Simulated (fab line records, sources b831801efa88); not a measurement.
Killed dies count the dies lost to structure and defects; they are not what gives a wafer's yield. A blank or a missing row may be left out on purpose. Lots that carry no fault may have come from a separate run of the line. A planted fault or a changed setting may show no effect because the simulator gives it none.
Check of tool commonality :: flow sky130 :: 42 wafers sampled across 14 lots

## REASON FOR OPENING
Of 14 lots, 2 have the reading VT_ADJUST_NCORE_TW flagged at SKY_VT_ADJUST_NCORE_TW_MEAS_11. Fault-free wafers read 218.2, with a standard deviation of 1.7.
Rule: flag the lot when none of its wafers has a number, or when each of its wafers that has one lies beyond 4 standard deviations from that mean. All remaining lots are regarded as sound.

lot: L611
measured: day 9 00:20
on: film metro-03
VT_ADJUST_NCORE_TW, wafer by wafer: 220.2 219.7 220.8
flag: 

lot: L614
measured: day 9 21:39
on: film metro-01
VT_ADJUST_NCORE_TW, wafer by wafer: 216.2 214.5 215.0
flag: 

lot: L615
measured: day 10 04:54
on: film metro-01
VT_ADJUST_NCORE_TW, wafer by wafer: 216.4 216.2 216.4
flag: 

lot: L616
measured: day 10 14:09
on: film metro-04
VT_ADJUST_NCORE_TW, wafer by wafer: 218.4 218.0 217.0
flag: 

lot: L617
measured: day 10 22:08
on: film metro-03
VT_ADJUST_NCORE_TW, wafer by wafer: 217.6 218.2 216.9
flag: 

lot: L619
measured: day 12 00:38
on: film metro-01
VT_ADJUST_NCORE_TW, wafer by wafer: 214.7 216.1 215.0
flag: 

lot: L621
measured: day 12 10:40
on: film metro-04
VT_ADJUST_NCORE_TW, wafer by wafer: 219.5 219.8 219.3
flag: 

lot: L622
measured: day 12 15:41
on: film metro-01
VT_ADJUST_NCORE_TW, wafer by wafer: 215.5 215.9 215.4
flag: 

lot: L623
measured: day 12 17:32
on: film metro-04
VT_ADJUST_NCORE_TW, wafer by wafer: 219.8 219.2 219.4
flag: 

lot: L624
measured: day 13 07:15
on: film metro-03
VT_ADJUST_NCORE_TW, wafer by wafer: 30.1 30.2 30.1
flag: FLAGGED

lot: L625
measured: day 13 17:32
on: film metro-01
VT_ADJUST_NCORE_TW, wafer by wafer: 29.8 29.8 29.8
flag: FLAGGED

lot: L626
measured: day 13 21:34
on: film metro-01
VT_ADJUST_NCORE_TW, wafer by wafer: 217.5 218.6 217.0
flag: 

lot: L629
measured: day 14 09:54
on: film metro-01
VT_ADJUST_NCORE_TW, wafer by wafer: 216.9 217.7 216.2
flag: 

lot: L632
measured: day 15 09:19
on: film metro-03
VT_ADJUST_NCORE_TW, wafer by wafer: 218.5 219.7 220.2
flag: 
Flagged lots average 30.0: -188.2 relative to the usual, that is -99 or more standard deviations.

## EACH LOT AND THE TOOL IT RAN ON
2 process steps preceding the reading are held in the record, out of 708 steps in the route. Every cell lists first the tool, next ch and the chambers used by the sampled wafers, and last the start.
lot: L611
flag: 
SKY_FIELD_ISO_ETCH_17: rie si-01 ch 1,2, day 2 14:49
SKY_VT_ADJUST_NCORE_IMPLANT_09: implanter-03 ch 0, day 9 00:06

lot: L614
flag: 
SKY_FIELD_ISO_ETCH_17: rie si-01 ch 0,1,2, day 3 07:28
SKY_VT_ADJUST_NCORE_IMPLANT_09: implanter-04 ch 0, day 9 21:24

lot: L615
flag: 
SKY_FIELD_ISO_ETCH_17: rie si-01 ch 0,1, day 3 13:19
SKY_VT_ADJUST_NCORE_IMPLANT_09: implanter-04 ch 0, day 10 04:39

lot: L616
flag: 
SKY_FIELD_ISO_ETCH_17: rie si-02 ch 1,2, day 3 16:17
SKY_VT_ADJUST_NCORE_IMPLANT_09: implanter-04 ch 0, day 10 13:54

lot: L617
flag: 
SKY_FIELD_ISO_ETCH_17: rie si-01 ch 0,2, day 3 23:01
SKY_VT_ADJUST_NCORE_IMPLANT_09: implanter-02 ch 0, day 10 21:53

lot: L619
flag: 
SKY_FIELD_ISO_ETCH_17: rie si-02 ch 0,1,3, day 4 08:42
SKY_VT_ADJUST_NCORE_IMPLANT_09: implanter-02 ch 0, day 12 00:25

lot: L621
flag: 
SKY_FIELD_ISO_ETCH_17: rie si-01 ch 1,2, day 4 20:12
SKY_VT_ADJUST_NCORE_IMPLANT_09: implanter-03 ch 0, day 12 10:26

lot: L622
flag: 
SKY_FIELD_ISO_ETCH_17: rie si-02 ch 0,2, day 5 01:17
SKY_VT_ADJUST_NCORE_IMPLANT_09: implanter-02 ch 0, day 12 15:28

lot: L623
flag: 
SKY_FIELD_ISO_ETCH_17: rie si-01 ch 0,2,3, day 5 06:22
SKY_VT_ADJUST_NCORE_IMPLANT_09: implanter-04 ch 0, day 12 17:17

lot: L624
flag: FLAGGED
SKY_FIELD_ISO_ETCH_17: rie si-01 ch 0,2,3, day 5 15:49
SKY_VT_ADJUST_NCORE_IMPLANT_09: implanter-04, day 13 07:00

lot: L625
flag: FLAGGED
SKY_FIELD_ISO_ETCH_17: rie si-01 ch 0,1,3, day 5 20:30
SKY_VT_ADJUST_NCORE_IMPLANT_09: implanter-03, day 13 17:17

lot: L626
flag: 
SKY_FIELD_ISO_ETCH_17: rie si-01 ch 0,1,3, day 6 02:25
SKY_VT_ADJUST_NCORE_IMPLANT_09: implanter-04 ch 0, day 13 21:19

lot: L629
flag: 
SKY_FIELD_ISO_ETCH_17: rie si-01 ch 2,3, day 6 11:20
SKY_VT_ADJUST_NCORE_IMPLANT_09: implanter-03 ch 0, day 14 09:39

lot: L632
flag: 
SKY_FIELD_ISO_ETCH_17: rie si-01 ch 0,3, day 7 04:17
SKY_VT_ADJUST_NCORE_IMPLANT_09: implanter-03 ch 0, day 15 09:04
What the steps here do:
- SKY_FIELD_ISO_ETCH_17: etches Si in HBr/Cl2/O2, target depth 342 nm, time 97.7 s.
- SKY_VT_ADJUST_NCORE_IMPLANT_09
- SKY_VT_ADJUST_NCORE_TW_MEAS_11

## FLAGGED OVER TOTAL, TOOL BY TOOL (the gauges that took the reading come last)
step: SKY_FIELD_ISO_ETCH_17
tool: rie si-01
lots run: 11
flagged: 2
share of the flagged lots: all
sound lots run after its first flagged lot: 3 (L626,L629,L632)

step: SKY_FIELD_ISO_ETCH_17
tool: rie si-02
lots run: 3
flagged: 0
share of the flagged lots: none
sound lots run after its first flagged lot: -

step: SKY_VT_ADJUST_NCORE_IMPLANT_09
tool: implanter-02
lots run: 3
flagged: 0
share of the flagged lots: none
sound lots run after its first flagged lot: -

step: SKY_VT_ADJUST_NCORE_IMPLANT_09
tool: implanter-03
lots run: 5
flagged: 1
share of the flagged lots: some
sound lots run after its first flagged lot: 2 (L629,L632)

step: SKY_VT_ADJUST_NCORE_IMPLANT_09
tool: implanter-04
lots run: 6
flagged: 1
share of the flagged lots: some
sound lots run after its first flagged lot: 1 (L626)

step: SKY_VT_ADJUST_NCORE_TW_MEAS_11
tool: film metro-01
lots run: 7
flagged: 1
share of the flagged lots: some
sound lots run after its first flagged lot: 2 (L626,L629)

step: SKY_VT_ADJUST_NCORE_TW_MEAS_11
tool: film metro-03
lots run: 4
flagged: 1
share of the flagged lots: some
sound lots run after its first flagged lot: 1 (L632)

step: SKY_VT_ADJUST_NCORE_TW_MEAS_11
tool: film metro-04
lots run: 3
flagged: 0
share of the flagged lots: none
sound lots run after its first flagged lot: -

## WHAT THE TABLE PERMITS
Rows of the table that ran each flagged lot: 1, that is rie si-01 at SKY_FIELD_ISO_ETCH_17.
- rie si-01 at SKY_FIELD_ISO_ETCH_17 ran 11 lots, 2 of them flagged. Sound lots ran on it after the first flagged one (L626, L629, L632), which a lasting fault on the whole tool wouldn't allow.
No row of the table ran every flagged lot and no sound lot after the first.

## WHAT THE SIMULATOR PUT IN
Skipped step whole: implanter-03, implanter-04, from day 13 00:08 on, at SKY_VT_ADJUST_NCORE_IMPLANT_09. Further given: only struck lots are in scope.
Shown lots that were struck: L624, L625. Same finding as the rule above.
